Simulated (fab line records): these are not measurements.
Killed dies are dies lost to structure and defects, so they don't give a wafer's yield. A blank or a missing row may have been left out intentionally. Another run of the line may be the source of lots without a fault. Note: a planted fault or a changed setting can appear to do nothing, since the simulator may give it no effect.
fab line records	flow sky130
record: lots: 11	wafers: 33	last-day: 50
route steps=708 shown LDD_HVP@285 LDD_LDN@301 SD_N@350
lots untouched by any fault: they come from a run of this same line in which no faults occurred
start-h: the number of hours between the record's first day and the start of the first shown wafer of the lot	wait-h: time in hours since the lot's previous step	" the same as in the row above	L1.1+2: a row that stands for several wafers	- no value present, or no start provided	* or withheld: withheld	< > ~ a bound
route shown NAME@n: a module of which the file shows steps, and the number in the route of the first	usual: mean and standard deviation over wafers with no fault	same: alike in all rows	chamber/n: place in a boat	sites: per-site readings	_std_site: standard deviation of those values	_edge_site: the outer-site mean with the inner-site mean subtracted	radius-mm: for every site, how far away it sits from the centre of the wafer	mask NAME#n: copy n	behind: the tool/chamber that last shaped the wafer	hold: reason for holding the lot/hours on hold/outcome of the hold	device: the transistor (n, p or np) that didn't switch	end of line: the tests these same wafers got at the end of their route	a step with no rows: only its recipe	killed: count of dies lost to structure and defects at first sort (not the wafer's yield)	map: the dies of a wafer, with x for killed, . for not killed, _ for no die there
set.NAME: the setting as run; set.NAME@STEP: as run at that earlier step	model.NAME: the simulator's own value behind a step, which no gauge read
one table for each step of the route and one row for each wafer, over a sample of lots
services: a tool's chamber out of use, with start hour (start-h, from the record's first day; less than 0 if before it), hours out, and reason
== steps ==
step: SKY_LDD_HVP_OVL_MEAS_07
usual: LDD_HVP_OVL: 0.3/1.3
lot.wafer	tool	chamber	start-h	wait-h	LDD_HVP_OVL[nm]
L931.1	overlay-02	-	536.76	0.1	0.4
L931.2	"	-	"	"	-1.1
L931.4	"	-	"	"	0.7
L936.1	overlay-02	-	569.27	0.1	0.4
L936.2	"	-	"	"	-0.2
L936.3	"	-	"	"	-1.0
L938.2	overlay-02	-	594.74	0.1	1.2
L938.4	"	-	"	"	0.9
L938.6	"	-	"	"	1.0
L939.1	overlay-02	-	597.21	0.1	0.9
L939.4	"	-	"	"	1.1
L939.6	"	-	"	"	-1.4
L940.1	overlay-02	-	612.03	0.1	0.8
L940.4	"	-	"	"	-2.1
L940.5	"	-	"	"	-0.8
L942.3	overlay-02	-	624.17	0.1	-2.5
L942.4	"	-	"	"	0.2
L942.6	"	-	"	"	0.5
L945.3	overlay-01	-	651.03	0.1	-0.1
L945.4	"	-	"	"	1.1
L945.5	"	-	"	"	1.2
L947.1	overlay-02	-	655.83	0.1	0.5
L947.5	"	-	"	"	0.5
L947.6	"	-	"	"	1.0
L949.2	overlay-01	-	681.09	0.1	2.4
L949.3	"	-	"	"	1.3
L949.4	"	-	"	"	1.3
L950.1	overlay-02	-	685.11	0.1	-1.5
L950.4	"	-	"	"	0.6
L950.5	"	-	"	"	-1.8
L951.1	overlay-02	-	686.53	0.1	1.0
L951.4	"	-	"	"	-0.4
L951.6	"	-	"	"	-1.1
step: SKY_LDD_LDN_STRIP_12
recipe: chemistry: O2/N2	power-w: 1400	pressure-mtorr: 1500	platen-temp-c: withheld	o2-flow-sccm: 3000	n2-flow-sccm: 300	overash-fraction: 0.5
usual: chamber-pressure-mTorr: 1500.1/1.3	drypump-motor-current-A: 5.8/0.46	oes-product-au: 0.714/0.0044	strip-time-to-endpoint-s: 14.18/0.041
lot.wafer	tool	chamber	start-h	wait-h	chamber-pressure-mTorr	drypump-motor-current-A	oes-product-au	rf-hours-counter-h	strip-time-to-endpoint-s
L931.1	plasma-asher-03	0	567.22	0.1	1499.8	6.1	0.717	76	14.13
L931.2	"	1	"	"	1501.6	6.1	0.714	76	14.14
L931.4	"	0	"	"	1501.3	6.0	0.713	-	14.11
L936.1	plasma-asher-04	1	599.62	0.1	1501.1	6.0	0.716	18	14.13
L936.2	"	0	"	"	1500.5	6.4	0.719	18	14.12
L936.3	"	1	"	"	1497.1	6.0	0.717	-	14.15
L938.2	plasma-asher-04	0	625.17	0.1	1500.3	6.4	0.717	21	14.23
L938.4	"	1	"	"	1498.2	6.0	0.719	-	14.26
L938.6	"	0	"	"	1500.6	6.4	0.717	-	14.23
L939.1	plasma-asher-04	1	627.44	0.1	1498.3	6.0	0.716	21	14.22
L939.4	"	0	"	"	1499.5	6.4	0.721	-	14.20
L939.6	"	0	"	"	1499.4	6.4	0.713	-	14.20
L940.1	plasma-asher-04	0	641.62	0.1	1498.9	6.4	0.715	22	14.16
L940.4	"	0	"	"	1502.5	6.4	0.707	-	14.22
L940.5	"	1	"	"	1500.4	6.0	0.713	-	14.18
L942.3	plasma-asher-02	0	654.05	0.1	1500.8	5.2	0.721	-	14.16
L942.4	"	1	"	"	1498.2	5.2	0.713	-	14.11
L942.6	"	0	"	"	1500.1	5.2	0.723	-	14.15
L945.3	plasma-asher-03	1	680.80	0.1	1500.6	6.1	0.711	-	14.18
L945.4	"	0	"	"	1497.7	6.0	0.711	-	14.20
L945.5	"	1	"	"	1499.4	6.1	0.705	-	14.20
L947.1	plasma-asher-04	1	685.02	0.1	1501.0	6.0	0.712	27	14.18
L947.5	"	1	"	"	1500.2	6.0	0.705	-	14.18
L947.6	"	0	"	"	1498.5	6.3	0.719	-	14.15
L949.2	plasma-asher-03	0	710.67	0.1	1500.9	6.0	0.710	89	14.17
L949.3	"	1	"	"	1501.1	6.1	0.720	-	14.13
L949.4	"	0	"	"	1501.5	6.1	0.713	-	14.15
L950.1	plasma-asher-04	1	714.79	0.1	1498.5	6.0	0.711	29	14.24
L950.4	"	1	"	"	1501.3	6.0	0.713	-	14.16
L950.5	"	0	"	"	1502.1	6.3	0.719	-	14.22
L951.1	plasma-asher-03	1	715.72	0.1	1499.4	6.1	0.713	90	14.16
L951.4	"	1	"	"	1500.8	6.1	0.710	-	14.19
L951.6	"	1	"	"	1501.8	6.1	0.711	-	14.15
step: SKY_SD_N_OVL_MEAS_08
usual: SD_N_OVL: 0.4/1.5
lot.wafer	tool	chamber	start-h	wait-h	SD_N_OVL[nm]
L931.1	overlay-02	-	686.05	0.1	1.0
L931.2	"	-	"	"	-2.9
L931.4	"	-	"	"	0.1
L936.1	overlay-02	-	717.93	0.1	2.1
L936.2	"	-	"	"	-0.5
L936.3	"	-	"	"	0.1
L938.2	overlay-01	-	741.43	0.1	0.0
L938.4	"	-	"	"	3.3
L938.6	"	-	"	"	1.8
L939.1	overlay-01	-	745.48	0.1	1.2
L939.4	"	-	"	"	2.3
L939.6	"	-	"	"	-0.2
L940.1	overlay-02	-	755.10	0.1	2.7
L940.4	"	-	"	"	0.6
L940.5	"	-	"	"	0.3
L942.3	overlay-02	-	767.79	0.1	1.8
L942.4	"	-	"	"	0.5
L942.6	"	-	"	"	1.6
L945.3	overlay-01	-	792.76	0.1	1.7
L945.4	"	-	"	"	1.6
L945.5	"	-	"	"	-0.1
L947.1	overlay-01	-	801.31	0.1	1.0
L947.5	"	-	"	"	-0.5
L947.6	"	-	"	"	0.6
L949.2	overlay-02	-	820.81	0.1	-1.0
L949.3	"	-	"	"	-0.8
L949.4	"	-	"	"	0.1
L950.1	overlay-01	-	827.13	0.1	-0.4
L950.4	"	-	"	"	1.5
L950.5	"	-	"	"	3.1
L951.1	overlay-01	-	829.70	0.1	2.5
L951.4	"	-	"	"	3.6
L951.6	"	-	"	"	2.7
step: SKY_SD_N_IMPLANT_09
recipe: species: As	energy-kev: 50	dose-cm2: 4e+15	tilt-deg: 0
usual: beam-energy-keV: 50.002/0.014	end-station-pressure-torr: 1.3e-05/9.2e-07
lot.wafer	tool	chamber	start-h	wait-h	beam-energy-keV	end-station-pressure-torr
L931.1	implanter-01	0	686.09	0.0	50.000	1.12e-05
L931.2	"	0	"	"	50.010	1.27e-05
L931.4	"	0	"	"	49.987	1.35e-05
L936.1	implanter-03	0	717.96	0.0	49.995	1.42e-05
L936.2	"	0	"	"	50.003	1.37e-05
L936.3	"	0	"	"	50.035	1.37e-05
L938.2	implanter-03	0	741.49	0.0	49.998	1.36e-05
L938.4	"	0	"	"	50.024	1.54e-05
L938.6	"	0	"	"	50.013	1.32e-05
L939.1	implanter-01	0	745.51	0.0	50.008	1.34e-05
L939.4	"	0	"	"	50.013	1.33e-05
L939.6	"	0	"	"	50.004	1.32e-05
L940.1	implanter-03	0	755.14	0.0	50.004	1.43e-05
L940.4	"	0	"	"	50.012	1.41e-05
L940.5	"	0	"	"	50.007	1.29e-05
L942.3	implanter-03	0	767.86	0.1	66.485	1.43e-05
L942.4	"	0	"	"	66.467	1.51e-05
L942.6	"	0	"	"	66.486	1.53e-05
L945.3	implanter-03	0	792.84	0.1	66.489	1.52e-05
L945.4	"	0	"	"	66.503	1.46e-05
L945.5	"	0	"	"	66.487	1.36e-05
L947.1	implanter-02	0	801.35	0.0	50.000	1.29e-05
L947.5	"	0	"	"	49.978	1.26e-05
L947.6	"	0	"	"	49.987	1.18e-05
L949.2	implanter-02	0	820.86	0.0	50.017	1.21e-05
L949.3	"	0	"	"	50.006	1.26e-05
L949.4	"	0	"	"	50.008	1.31e-05
L950.1	implanter-02	0	827.16	0.0	49.996	1.28e-05
L950.4	"	0	"	"	49.994	1.31e-05
L950.5	"	0	"	"	49.996	1.39e-05
L951.1	implanter-02	0	829.74	0.0	49.992	1.2e-05
L951.4	"	0	"	"	49.998	1.15e-05
L951.6	"	0	"	"	49.991	1.18e-05
step: SKY_SD_N_STRIP_11
recipe: chemistry: O2/N2	power-w: 1400	pressure-mtorr: 1500	platen-temp-c: withheld	o2-flow-sccm: 3000	n2-flow-sccm: 300	overash-fraction: 0.5
usual: chamber-pressure-mTorr: 1500.1/1.3	drypump-motor-current-A: 5.8/0.46	oes-product-au: 0.528/0.0041	strip-time-to-endpoint-s: 22.56/0.035
lot.wafer	tool	chamber	start-h	wait-h	chamber-pressure-mTorr	drypump-motor-current-A	oes-product-au	rf-hours-counter-h	strip-time-to-endpoint-s
L931.1	plasma-asher-02	1	686.39	0.1	1501.3	5.1	0.527	58	22.61
L931.2	"	0	"	"	1497.9	5.2	0.522	58	22.58
L931.4	"	0	"	"	1499.4	5.2	0.522	-	22.54
L936.1	plasma-asher-02	1	718.26	0.1	1498.0	5.2	0.529	61	22.55
L936.2	"	0	"	"	1500.3	5.2	0.520	61	22.55
L936.3	"	1	"	"	1499.6	5.2	0.523	-	22.53
L938.2	plasma-asher-02	1	741.76	0.1	1499.8	5.2	0.526	64	22.53
L938.4	"	1	"	"	1501.1	5.2	0.534	-	22.55
L938.6	"	1	"	"	1499.6	5.2	0.525	-	22.52
L939.1	plasma-asher-03	1	745.81	0.1	1501.6	6.1	0.527	0	22.54
L939.4	"	0	"	"	1501.6	6.1	0.525	-	22.58
L939.6	"	0	"	"	1499.8	6.0	0.531	-	22.55
L940.1	plasma-asher-04	1	755.44	0.1	1500.7	6.0	0.529	34	22.62
L940.4	"	1	"	"	1498.1	6.0	0.529	-	22.60
L940.5	"	1	"	"	1502.5	6.0	0.530	-	22.60
L942.3	plasma-asher-04	1	768.15	0.1	1501.8	6.1	0.500	-	25.07
L942.4	"	0	"	"	1499.6	6.4	0.504	-	25.06
L942.6	"	1	"	"	1498.5	6.0	0.502	-	25.09
L945.3	plasma-asher-03	0	793.12	0.1	1498.4	6.1	0.497	-	25.04
L945.4	"	1	"	"	1499.0	6.1	0.490	-	24.97
L945.5	"	0	"	"	1501.9	6.1	0.500	-	25.00
L947.1	plasma-asher-03	0	801.65	0.1	1503.0	6.1	0.532	6	22.53
L947.5	"	0	"	"	1500.2	6.1	0.528	-	22.50
L947.6	"	1	"	"	1499.3	6.1	0.526	-	22.53
L949.2	plasma-asher-02	1	821.14	0.1	1501.3	5.2	0.526	71	22.56
L949.3	"	0	"	"	1499.0	5.2	0.532	-	22.57
L949.4	"	1	"	"	1497.7	5.2	0.526	-	22.54
L950.1	plasma-asher-03	1	827.46	0.1	1500.1	6.1	0.528	8	22.54
L950.4	"	0	"	"	1499.0	6.1	0.533	-	22.52
L950.5	"	1	"	"	1499.4	6.1	0.524	-	22.56
L951.1	plasma-asher-04	1	830.04	0.1	1500.4	6.0	0.524	41	22.55
L951.4	"	0	"	"	1501.5	6.4	0.530	-	22.51
L951.6	"	0	"	"	1501.0	6.4	0.530	-	22.53
step: SKY_SD_N_TW_MEAS_12
usual: SD_N_TW: 3953/48
lot.wafer	tool	chamber	start-h	wait-h	SD_N_TW
L931.1	film-metro-01	-	686.49	0.1	3886
L931.2	"	-	"	"	3883
L931.4	"	-	"	"	3875
L936.1	film-metro-01	-	718.36	0.1	3907
L936.2	"	-	"	"	3905
L936.3	"	-	"	"	3919
L938.2	film-metro-02	-	741.87	0.1	3962
L938.4	"	-	"	"	3974
L938.6	"	-	"	"	3953
L939.1	film-metro-04	-	745.91	0.1	4009
L939.4	"	-	"	"	4035
L939.6	"	-	"	"	4032
L940.1	film-metro-04	-	755.54	0.1	4041
L940.4	"	-	"	"	4033
L940.5	"	-	"	"	4034
L942.3	film-metro-01	-	768.23	0.1	4184
L942.4	"	-	"	"	4223
L942.6	"	-	"	"	4229
L945.3	film-metro-04	-	793.21	0.1	4328
L945.4	"	-	"	"	4348
L945.5	"	-	"	"	4360
L947.1	film-metro-01	-	801.75	0.1	3900
L947.5	"	-	"	"	3903
L947.6	"	-	"	"	3894
L949.2	film-metro-02	-	821.25	0.1	3973
L949.3	"	-	"	"	3953
L949.4	"	-	"	"	3961
L950.1	film-metro-02	-	827.56	0.1	3939
L950.4	"	-	"	"	3926
L950.5	"	-	"	"	3917
L951.1	film-metro-02	-	830.14	0.1	3958
L951.4	"	-	"	"	3952
L951.6	"	-	"	"	3931
step: SKY_SD_N_RS_MEAS_16
recipe: thk-meas-gauge: four-point-probe
usual: SD_N_RS: 68.52/0.1
lot.wafer	tool	chamber	start-h	wait-h	SD_N_RS[ohm/sq]
L931.1	film-metro-02	-	686.78	0.1	68.50
L931.2	"	-	"	"	68.49
L931.4	"	-	"	"	68.56
L936.1	film-metro-02	-	718.65	0.1	68.45
L936.2	"	-	"	"	68.44
L936.3	"	-	"	"	68.47
L938.2	film-metro-04	-	742.17	0.1	68.45
L938.4	"	-	"	"	68.45
L938.6	"	-	"	"	68.40
L939.1	film-metro-01	-	746.27	0.1	68.56
L939.4	"	-	"	"	68.67
L939.6	"	-	"	"	68.70
L940.1	film-metro-01	-	755.82	0.1	68.45
L940.4	"	-	"	"	68.48
L940.5	"	-	"	"	68.57
L942.3	film-metro-02	-	768.54	0.1	58.87
L942.4	"	-	"	"	58.80
L942.6	"	-	"	"	58.86
L945.3	film-metro-02	-	793.51	0.1	58.78
L945.4	"	-	"	"	58.74
L945.5	"	-	"	"	58.69
L947.1	film-metro-02	-	802.03	0.1	68.39
L947.5	"	-	"	"	68.46
L947.6	"	-	"	"	68.26
L949.2	film-metro-01	-	821.54	0.1	68.52
L949.3	"	-	"	"	68.50
L949.4	"	-	"	"	68.45
L950.1	film-metro-01	-	827.85	0.1	68.55
L950.4	"	-	"	"	68.52
L950.5	"	-	"	"	68.56
L951.1	film-metro-04	-	830.42	0.1	68.69
L951.4	"	-	"	"	68.66
L951.6	"	-	"	"	68.46
== services ==
tool	chamber	start-h	hours	kind
plasma-asher-02	-	560.29	1.4	repair
plasma-asher-04	-	570.40	2.8	pm
plasma-asher-02	-	577.52	5.0	repair
implanter-02	-	578.55	3.1	repair
plasma-asher-03	-	595.12	12.3	repair
implanter-01	-	607.11	14.7	pm
implanter-02	-	607.86	4.4	pm
implanter-02	-	651.54	0.8	repair
implanter-03	-	658.18	2.4	repair
implanter-03	-	663.04	5.4	repair
plasma-asher-04	-	699.76	4.5	repair
implanter-02	-	700.83	1.1	repair
implanter-03	-	714.94	2.9	repair
plasma-asher-03	-	733.75	9.0	pm
plasma-asher-03	0	733.75	9.0	vent-cycle
plasma-asher-03	1	733.75	9.0	vent-cycle
plasma-asher-04	-	763.39	1.6	repair
implanter-02	-	787.30	8.3	repair
implanter-01	-	791.10	4.7	pm
implanter-01	-	795.78	4.0	pm
plasma-asher-02	-	797.69	3.7	repair
plasma-asher-03	-	817.45	2.9	repair
implanter-01	-	818.67	4.8	repair
implanter-03	-	822.98	2.7	repair
== key ==
first-sign: step: SKY_SD_N_IMPLANT_09	reading: beam-energy-keV	direction: up	sigmas: 99+	usual: *	struck: *
effect: step: SKY_SD_N_STRIP_11	reading: strip-time-to-endpoint-s	direction: up	sigmas: 72	usual: *	struck: *
effect: step: SKY_SD_N_TW_MEAS_12	reading: SD_N_TW	direction: up	sigmas: 6.8	usual: 3953	struck: 4278
effect: step: SKY_SD_N_RS_MEAS_16	reading: SD_N_RS	direction: down	sigmas: 95	usual: 68.52	struck: 58.79
met-at SKY_SD_N_IMPLANT_09
struck-lots L942,L945
rows-end L942.3,L942.4,L942.6
tester-left-out L945
not-acting-at SKY_LDD_HVP_OVL_MEAS_07,SKY_LDD_LDN_STRIP_12,SKY_SD_N_OVL_MEAS_08
onset-between 755.14 767.86
fault: kind: process-parameter-drift	tool: implanter-03	chamber: -	onset-h: 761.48	steps: SKY_SD_N_IMPLANT_09	channel: energy-kev	offset: *	shape: step	end-h: 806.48	acts-in: *	stated: *
tester-left-out: of these lots the tester's yield and bins aren't shown, on N5 and GAA mostly nor the transistor test; their killed dies are dies lost to structure and defects alone, not to doping, threshold or leakage, so they don't give the yield
rows-end: these wafers met a further fault down the route, and their rows from its step on are left out
